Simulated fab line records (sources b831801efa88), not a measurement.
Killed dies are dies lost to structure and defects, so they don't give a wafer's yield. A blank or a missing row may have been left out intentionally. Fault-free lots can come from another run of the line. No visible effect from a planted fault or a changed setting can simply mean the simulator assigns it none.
Matching of chambers :: flow sky130 :: SKY_VIA4_CMP_21 on cmp-02: 4 sister chambers
The step polishes, stops on SiO2, t overpolish 25 s, target thk 0 nm. 8 wafers are shown with their chamber, then 12 later ones without.

WAFERS, EACH WITH ITS CHAMBER
wafer: L090.1
chamber: 1
motor-current-A (A): 10.9
time-to-endpoint-s (s): 122

wafer: L091.6
chamber: 2
motor-current-A (A): 11.0
time-to-endpoint-s (s): 125

wafer: L092.1
chamber: 0
motor-current-A (A): 10.9
time-to-endpoint-s (s): 123

wafer: L092.4
chamber: 3
motor-current-A (A): 11.5
time-to-endpoint-s (s): 120

wafer: L092.6
chamber: 3
motor-current-A (A): 10.8
time-to-endpoint-s (s): 123

wafer: L093.2
chamber: 2
motor-current-A (A): 11.5
time-to-endpoint-s (s): 116

wafer: L093.4
chamber: 0
motor-current-A (A): 11.1
time-to-endpoint-s (s): 117

wafer: L093.6
chamber: 1
motor-current-A (A): 11.1
time-to-endpoint-s (s): 115

WAFERS WITH NO CHAMBER GIVEN
wafer: L094.2
motor-current-A (A): 10.9
time-to-endpoint-s (s): 120

wafer: L094.5
motor-current-A (A): 11.2
time-to-endpoint-s (s): 119

wafer: L094.6
motor-current-A (A): 11.2
time-to-endpoint-s (s): 120

wafer: L095.2
motor-current-A (A): 11.2
time-to-endpoint-s (s): 115

wafer: L095.5
motor-current-A (A): 11.5
time-to-endpoint-s (s): 121

wafer: L095.6
motor-current-A (A): 11.1
time-to-endpoint-s (s): 118

wafer: L096.1
motor-current-A (A): 11.3
time-to-endpoint-s (s): 119

wafer: L096.2
motor-current-A (A): 10.8
time-to-endpoint-s (s): 116

wafer: L096.6
motor-current-A (A): 11.3
time-to-endpoint-s (s): 116

wafer: L097.1
motor-current-A (A): 10.3
time-to-endpoint-s (s): 118

wafer: L097.5
motor-current-A (A): 10.6
time-to-endpoint-s (s): 121

wafer: L097.6
motor-current-A (A): 11.2
time-to-endpoint-s (s): 120

CHAMBER TAKEN BY EACH
wafer: L094.2
from the rows above: can't be placed: 0 or 1 or 3 or 2
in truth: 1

wafer: L094.5
from the rows above: can't be placed: 2 or 3 or 1 or 0
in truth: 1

wafer: L094.6
from the rows above: can't be placed: 2 or 3 or 0 or 1
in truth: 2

wafer: L095.2
from the rows above: can't be placed: 1 or 2 or 0 or 3
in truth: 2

wafer: L095.5
from the rows above: can't be placed: 2 or 3 or 0 or 1
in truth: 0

wafer: L095.6
from the rows above: can't be placed: 1 or 0 or 2 or 3
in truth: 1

wafer: L096.1
from the rows above: can't be placed: 2 or 3 or 1 or 0
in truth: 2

wafer: L096.2
from the rows above: can't be placed: 1 or 0 or 3 or 2
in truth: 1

wafer: L096.6
from the rows above: can't be placed: 2 or 1 or 3 or 0
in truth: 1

wafer: L097.1
from the rows above: can't be placed: 1 or 0 or 3 or 2
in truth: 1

wafer: L097.5
from the rows above: can't be placed: 0 or 1 or 3 or 2
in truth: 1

wafer: L097.6
from the rows above: can't be placed: 2 or 3 or 0 or 1
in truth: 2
Placed correctly: 0 of 12. Not placeable from these rows: 12 (in 12, the candidates include the true chamber). Placed wrongly: 0.
How it was worked out, from the rows above alone: a wafer's distance from a chamber is the root of the sum, over the readings, of the square of ((its reading less the chamber's mean) divided by the reading's scatter). If the next closest chamber is less than 2 further off than the closest, the wafer can't be placed; otherwise it belongs to the closest. The mean given for a chamber averages the wafers shown for that chamber. The scatter is the square root of a quotient: the sum, over the shown wafers, of each reading's squared deviation from its chamber's mean, divided by wafers minus chambers.
